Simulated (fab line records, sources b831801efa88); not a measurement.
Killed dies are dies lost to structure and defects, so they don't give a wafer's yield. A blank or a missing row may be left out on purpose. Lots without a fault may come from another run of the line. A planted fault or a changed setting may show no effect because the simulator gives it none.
Chamber matching | flow gf180mcu | GF_V3_ETCH_16 on rie_diel-02: 4 sister chambers
The step etches BARC in N2/H2. 14 wafers are shown with their chamber, then 7 later ones without.

WAFERS WITH THEIR CHAMBER
wafer  | chamber | h2_flow_sccm (sccm) | oes_product_au (a.u.) | throttle_valve_pct (%)
L078.3 | 2       | 201.0               | 0.851                 | 13.232
L078.4 | 3       | 200.1               | 0.849                 | 13.233
L078.5 | 0       | 199.5               | 0.847                 | 13.210
L079.3 | 1       | 199.2               | 0.851                 | 13.227
L079.5 | 1       | 200.9               | 0.857                 | 13.216
L079.6 | 2       | 199.8               | 0.855                 | 13.224
L082.3 | 2       | 199.2               | 0.864                 | 13.214
L082.4 | 3       | 200.4               | 0.852                 | 13.232
L082.5 | 1       | 200.5               | 0.860                 | 13.230
L087.1 | 3       | 200.2               | 0.853                 | 13.222
L087.5 | 2       | 200.0               | 0.856                 | 13.215
L087.6 | 1       | 199.2               | 0.857                 | 13.228
L090.3 | 0       | 199.4               | 0.854                 | 13.232
L090.5 | 2       | 198.7               | 0.845                 | 13.224

SIGNATURES (means of the wafers above)
reading            | chamber 0 | chamber 1 | chamber 2 | chamber 3 | scatter within a chamber
h2_flow_sccm       | 199.450   | 199.950   | 199.740   | 200.233   | 0.736
oes_product_au     | 0.85050   | 0.85625   | 0.85420   | 0.85133   | 0.0052
throttle_valve_pct | 13.22100  | 13.22525  | 13.22180  | 13.22900  | 0.0081
Rule: a wafer's distance from a chamber is the root of the sum, over the readings, of the square of ((its reading less the chamber's mean) divided by the reading's scatter). The wafer belongs to the nearest chamber; if the next one is less than 2 further off, it can't be placed. The scatter: the root of (the sum of the squares of (reading less its chamber's mean) over the shown wafers, divided by (wafers less chambers)).

WAFERS WITHOUT THEIR CHAMBER
wafer  | h2_flow_sccm (sccm) | oes_product_au (a.u.) | throttle_valve_pct (%)
L090.6 | 201.2               | 0.844                 | 13.223
L094.1 | 201.2               | 0.854                 | 13.218
L094.2 | 200.6               | 0.851                 | 13.231
L094.3 | 200.8               | 0.848                 | 13.226
L096.1 | 199.4               | 0.843                 | 13.224
L096.2 | 200.2               | 0.850                 | 13.214
L096.3 | 200.4               | 0.854                 | 13.243

WHICH CHAMBER EACH WENT THROUGH
wafer  | from the rows above               | in truth
L090.6 | can't be placed: 3 or 0 or 2 or 1 | 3
L094.1 | can't be placed: 3 or 1 or 2 or 0 | 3
L094.2 | can't be placed: 3 or 1 or 2 or 0 | 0
L094.3 | can't be placed: 3 or 2 or 1 or 0 | 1
L096.1 | can't be placed: 0 or 3 or 2 or 1 | 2
L096.2 | can't be placed: 0 or 2 or 1 or 3 | 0
L096.3 | can't be placed: 3 or 1 or 2 or 0 | 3
Placed correctly: 0 of 7. Can't be placed from these rows: 7 (the true chamber is among the candidates in 7). Placed wrongly: 0.
